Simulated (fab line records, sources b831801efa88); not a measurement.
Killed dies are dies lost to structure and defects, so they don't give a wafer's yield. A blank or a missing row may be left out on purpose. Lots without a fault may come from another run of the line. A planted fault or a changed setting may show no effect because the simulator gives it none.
Problem report in the 8D (eight disciplines) form, filled by code | flow sky130 | the parts of the form that need people (team, actions taken, sign-off) are left out

1. THE PROBLEM
killed_at_front_end at SKY_PAD_OPEN_PROBE_99 reads a mean of 50 on 6 wafers of 2 lots; wafers without a fault read 16 with a standard deviation of 4.4. That is +7.7 standard deviations from the usual mean.
First seen on wafer L329.1, day 50 19:15, on prober-02. The record holds 33 wafers of 11 lots with a number at this step. Rule for "out", or "out of limits": more than 4 standard deviations from the usual mean. The other wafers with a number count as sound.

2. WHAT IT IS AND WHAT IT IS NOT
question                    | is                     | is not
which readings at this step | killed_at_front_end    | killed_at_M0_to_M3, killed_at_M4_up, killed_at_other, killed_short
which lots                  | L329, L331             | L310, L314, L315, L318, L319, L320, L321, L324, L325
which wafers of those lots  | all that have a number | -
read on which tools         | prober-01, prober-02   | -
when                        | from day 50 19:15      | up to then (27 sound wafers)

3. SUSPECTS, AND WHAT RULES EACH OUT
Counting: a tool at a process step up to the reading stays a suspect if it ran every lot that is out and no sound lot after the first of them.
- wet_bench-01 at SKY_LDD_LDN_CLEAN_14 (cleans in SC1/SC2, time 150 s): kept. It ran every lot that is out, first L329 (day 30 07:45), and no sound lot after that; its last sound lot up to then is L325 (day 28 18:49).
- rie_metal-03 at SKY_METAL4_METAL_ETCH_18 (etches the open film in Cl2/BCl3, stops on SiO2, target depth 845 nm, time 183.1 s): kept. It ran every lot that is out, first L329 (day 47 14:28), and no sound lot after that; its last sound lot up to then is L319 (day 44 22:10).
- plasma_asher-04 at SKY_PASSIVATION_STRIP_12 (strips in O2/N2): kept. It ran every lot that is out, first L329 (day 50 00:49), and no sound lot after that; its last sound lot up to then is L324 (day 48 11:01).
Left after counting: wet_bench-01 at SKY_LDD_LDN_CLEAN_14, rie_metal-03 at SKY_METAL4_METAL_ETCH_18, plasma_asher-04 at SKY_PASSIVATION_STRIP_12.

4. THE CAUSE (what the simulator had put in)
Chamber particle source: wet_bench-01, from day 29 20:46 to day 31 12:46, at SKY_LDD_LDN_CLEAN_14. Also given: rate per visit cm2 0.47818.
Counting left 3 suspects, and this tool is among them.

5. THE CHAIN OF EFFECTS, in route order
Each row: a reading whose mean over the struck wafers that have a number lies more than 3 standard deviations from the usual. Only readings for which the record gives a usual standard deviation are gone through. hours: the time from each lot's start at the first step in this table that gives one to its start at this step, as a median over the lots. sigmas: the change in usual standard deviations.
hours | step                  | reading             | usual | on struck wafers | change | sigmas
0     | SKY_PAD_OPEN_PROBE_99 | killed_at_front_end | 16    | 50               | +34    | +7.7
0     | SKY_PAD_OPEN_PROBE_99 | killed_dies         | 87    | 116              | +29    | +3.3
The process steps in it:
- SKY_PAD_OPEN_PROBE_99

6. WHAT WOULD HAVE CAUGHT IT SOONER
In this record the first reading out of limits was taken at day 50 19:15, 502 hours after the fault began at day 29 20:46.
Of the tool readings at SKY_LDD_LDN_CLEAN_14 for which the record gives a usual standard deviation, none was out on any struck wafer, so an alarm limit of 4 standard deviations on them would not have fired.
All the lots that are out (2) had begun SKY_LDD_LDN_CLEAN_14 on wet_bench-01 by day 50 19:15. A hold on the tool at that time would have spared none of them.
